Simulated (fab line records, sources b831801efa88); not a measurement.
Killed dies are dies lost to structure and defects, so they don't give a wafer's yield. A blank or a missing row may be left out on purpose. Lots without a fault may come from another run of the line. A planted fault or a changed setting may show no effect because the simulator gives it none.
A struck lot beside a sound one | flow sfq_line | 42 steps out of a route of 325
Sound: wafers L977.2, L977.4, L977.5. Struck: wafer L984.6. (L984.4 of the same lot was not struck and is left out.) The cause comes at the end.
At each step with rows: each side's tool, then ch and its chambers, then its first start. Under that, the readings that differ: sound wafers | struck wafers | difference of the means | sigmas: that difference in standard deviations of wafers without a fault.
alike: readings whose means differ by less than 2 such deviations, and words and numbers that are the same on both sides. not compared: withheld readings, readings that some wafer has no value for, bounds like >300 that may hide the same value, and numbers for which the record gives no deviation and whose values overlap.
The two part at a step that has a row with sigmas, a row that says differs or no value, or rows on one side only. Numbers that don't overlap but have no deviation are shown without sigmas and don't part them. A reading that every wafer of one side lacks parts them only if that side has two wafers or more.

first, 6 steps without rows for these wafers: SFQ_TRILAYER_I0_VIA_LITHO_COAT_036 (resist thk 62 nm); SFQ_TRILAYER_I0_VIA_LITHO_COAT_031 (resist thk 650 nm); SFQ_TRILAYER_I0_VIA_LITHO_SOFTBAKE_035; SFQ_TRILAYER_I0_VIA_LITHO_EXPOSE_032 (exposes mask I0, target cd 500 nm); SFQ_TRILAYER_I0_VIA_LITHO_PEB_034 (peb time 60 s); SFQ_TRILAYER_I0_VIA_LITHO_DEVELOP_033 (time 60 s).
SFQ_I0_OVL_MEAS_908:
  sound on overlay-02, day 16 18:52; struck on overlay-01, day 20 02:15
  alike: I0_OVL
SFQ_TRILAYER_I0_VIA_BARC_OPEN_VIA_ETCH_046: etches BARC in O2, target depth 125 nm, time 41.7 s.
  sound on rie_diel-04 ch 2,3, day 16 18:53; struck on rie_diel-01 ch 0, day 20 02:16
  alike: drypump_motor_current_A, oes_product_au
  not compared: rf_hours_counter_h
SFQ_TRILAYER_I0_VIA_ETCH_VIA_ETCH_034: etches SiO2 in CHF3, stops on Nb, target depth 260 nm.
  sound on rie_diel-04 ch 2,3, day 16 18:56; struck on rie_diel-01 ch 0, day 20 02:19
  alike: drypump_motor_current_A, oes_product_au
then, 3 steps without rows for these wafers: SFQ_TRILAYER_I0_VIA_STRIP_STRIP_035 (strips in O2); SFQ_TRILAYER_I0_VIA_STRIP_SOLV_CLEAN_036 (cleans in NMP, time 600 s); SFQ_TRILAYER_M1_DEP_PRE_CLEAN_038 (time 22.5 s).
SFQ_TRILAYER_M1_DEP_SPUTTER_037: material Nb, target thk 200 nm, time 133.3 s.
  sound on pvd_sputter-05, day 16 19:51; struck on pvd_sputter-05, day 20 03:13
  reading                                             | sound             | struck | difference | sigmas
  model.Nb_of_TRILAYER_M1_DEP_SPUTTER_037.thk_nm (nm) | 203.1 202.2 202.7 | 356.8  | +154.1     |
  alike: throttle_valve_pct
SFQ_M1_RS_MEAS_909: measures by four-point-probe.
  sound on film_metro-04, day 16 19:58; struck on film_metro-01, day 20 03:22
  reading           | sound             | struck | difference | sigmas
  M1_NB_RS (ohm/sq) | 0.876 0.879 0.877 | 0.495  | -0.382     | -35
then, 6 steps without rows for these wafers: SFQ_TRILAYER_M1_LITHO_COAT_044 (resist thk 62 nm); SFQ_TRILAYER_M1_LITHO_COAT_039 (resist thk 600 nm); SFQ_TRILAYER_M1_LITHO_SOFTBAKE_043; SFQ_TRILAYER_M1_LITHO_EXPOSE_040 (exposes mask M1, target cd 500 nm); SFQ_TRILAYER_M1_LITHO_PEB_042 (peb time 60 s); SFQ_TRILAYER_M1_LITHO_DEVELOP_041 (time 60 s).
-- the record jumps here: 6 days lie between the struck wafers' starts before and after --
SFQ_M1_OVL_MEAS_911:
  sound on overlay-01, day 22 23:05; struck on overlay-01, day 25 22:16
  alike: M1_OVL
then, 1 step without rows for these wafers: SFQ_TRILAYER_M1_BARC_OPEN_METAL_ETCH_054 (etches BARC in O2, target depth 125 nm, time 41.7 s).
SFQ_TRILAYER_M1_ETCH_METAL_ETCH_042: etches Nb in Cl2/Ar, stops on SiO2, target depth 240 nm, time 120 s.
  sound on rie_metal-04 ch 0, day 22 23:10; struck on rie_metal-02 ch 1, day 25 22:23
  reading               | sound             | struck | difference | sigmas
  oes_product_au (a.u.) | 0.901 0.902 0.897 | 0.998  | +0.098     | +13
  alike: drypump_motor_current_A
  not compared: rf_hours_counter_h
SFQ_TRILAYER_M1_STRIP_STRIP_043: strips in O2.
  sound on rie_metal-04 ch 0, day 22 23:17; struck on rie_metal-02 ch 1, day 25 22:40
  alike: drypump_motor_current_A, oes_product_au
  not compared: rf_hours_counter_h
then, 3 steps without rows for these wafers: SFQ_TRILAYER_M1_STRIP_SOLV_CLEAN_044 (cleans in NMP, time 600 s); SFQ_TRILAYER_I1_DEP_PECVD_045 (deposits SiO2 from SiH4/N2O, time 111.11 s, target thk 500 nm); SFQ_TRILAYER_I1_CMP_CMP_046 (polishes SiO2).
SFQ_I1_BOW_MEAS_912:
  sound on film_metro-01, day 23 07:22; struck on film_metro-04, day 26 08:50
  alike: I1_BOW
SFQ_TRILAYER_I1_METRO_MEASURE_047:
  sound on film_metro-01, day 23 07:40; struck on film_metro-04, day 26 09:30
  alike: thk_nm
then, 6 steps without rows for these wafers: SFQ_TRILAYER_I1_VIA_LITHO_COAT_054 (resist thk 62 nm); SFQ_TRILAYER_I1_VIA_LITHO_COAT_049 (resist thk 650 nm); SFQ_TRILAYER_I1_VIA_LITHO_SOFTBAKE_053; SFQ_TRILAYER_I1_VIA_LITHO_EXPOSE_050 (exposes mask I1, target cd 500 nm); SFQ_TRILAYER_I1_VIA_LITHO_PEB_052 (peb time 60 s); SFQ_TRILAYER_I1_VIA_LITHO_DEVELOP_051 (time 60 s).
-- the record jumps here: 7 days lie between the struck wafers' starts before and after --
SFQ_I1_OVL_MEAS_913:
  sound on overlay-01, day 29 23:23; struck on overlay-01, day 32 23:45
  alike: I1_OVL
then, 2 steps without rows for these wafers: SFQ_TRILAYER_I1_VIA_BARC_OPEN_VIA_ETCH_071 (etches BARC in O2, target depth 125 nm, time 41.7 s); SFQ_TRILAYER_I1_VIA_ETCH_VIA_ETCH_052 (etches SiO2 in CHF3, stops on Nb, target depth 260 nm).
SFQ_TRILAYER_I1_VIA_STRIP_STRIP_053: strips in O2.
  sound on rie_metal-01 ch 0,1, day 29 23:35; struck on rie_metal-03 ch 1, day 33 00:08
  alike: drypump_motor_current_A, oes_product_au
  not compared: rf_hours_counter_h
then, 2 steps without rows for these wafers: SFQ_TRILAYER_I1_VIA_STRIP_SOLV_CLEAN_054 (cleans in NMP, time 600 s); SFQ_TRILAYER_M2_DEP_PRE_CLEAN_056 (time 22.5 s).
-- the record jumps here: 48 days lie between the struck wafers' starts before and after --
SFQ_M8_BOW_MEAS_951:
  sound on film_metro-04, day 76 19:41; struck on film_metro-03, day 81 05:22
  reading                       | sound               | struck | difference | sigmas
  model.etest.m1.comb_log10_ohm | 12 12 12            | 0      | -12        |
  model.etest.m1.ohm_sq         | 0.876 0.8797 0.8776 | 0.4985 | -0.3793    |
  alike: M8_BOW

WHERE THEY PART
First at SFQ_M1_RS_MEAS_909; last, within this record, at SFQ_TRILAYER_M1_ETCH_METAL_ETCH_042. Later steps at which nothing parts them and some readings are alike: SFQ_TRILAYER_M1_STRIP_STRIP_043, SFQ_I1_BOW_MEAS_912, SFQ_TRILAYER_I1_METRO_MEASURE_047, SFQ_I1_OVL_MEAS_913, SFQ_TRILAYER_I1_VIA_STRIP_STRIP_053, SFQ_M8_BOW_MEAS_951.

WHY: what the simulator had put in
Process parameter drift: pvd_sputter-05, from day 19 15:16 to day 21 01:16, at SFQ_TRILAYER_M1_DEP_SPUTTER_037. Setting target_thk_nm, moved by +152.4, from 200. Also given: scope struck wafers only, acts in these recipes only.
